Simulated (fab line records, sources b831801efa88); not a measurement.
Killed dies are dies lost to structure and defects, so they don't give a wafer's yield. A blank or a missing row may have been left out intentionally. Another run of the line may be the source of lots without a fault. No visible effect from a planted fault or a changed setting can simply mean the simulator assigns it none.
Which tool is to blame? | flow sky130 | 36 wafers sampled from 12 lots at 1 step of a route of 708

## WHAT EACH GAUGE READ, for each wafer
SKY_NWELL_OVL_MEAS_10.
lot  | measured     | on         | NWELL_00_OVL (nm)
L075 | day 4 18:11  | overlay-02 | 1.0 0.4 -1.5
L077 | day 5 05:49  | overlay-02 | -1.5 0.0 -1.2
L079 | day 5 15:17  | overlay-02 | 0.6 -1.5 1.4
L081 | day 6 07:50  | overlay-01 | -2.0 -1.2 -1.6
L084 | day 6 19:59  | overlay-02 | 0.3 -0.7 -0.1
L085 | day 7 02:28  | overlay-02 | -2.3 -0.5 1.2
L087 | day 7 17:40  | overlay-02 | -1.2 1.0 -0.3
L089 | day 8 07:56  | overlay-02 | 0.9 1.7 0.4
L091 | day 8 17:29  | overlay-02 | 3.0 1.2 1.4
L093 | day 9 05:49  | overlay-02 | -0.2 0.5 0.1
L095 | day 9 22:35  | overlay-02 | -0.8 -0.6 0.0
L097 | day 10 03:44 | overlay-02 | 0.8 0.2 1.6

## EACH LOT AND THE TOOL THAT RAN IT (in order: tool; ch and the chambers of the sampled wafers; start)
There is no process step in the record ahead of these readings.

## THE ANSWER, worked out from the rows above alone
Rule: the lots themselves supply what counts as usual. The widest of any qualifying gaps counts: lots, ordered by their means at a reading, are off when they make up no more than a third of the lots, leave a main group of 4 or more, and stand apart from it by 3 or more times the standard deviation of that group's means. Not used: any main group whose means are identical at the precision the tables above print for the reading. Also off: a lot with no number at a reading for which 4 or more lots have one. All remaining lots with rows at the step are treated as sound.
None of the lots is off at any reading shown; this tells nothing.

## WHAT THE SIMULATOR HAD INSERTED
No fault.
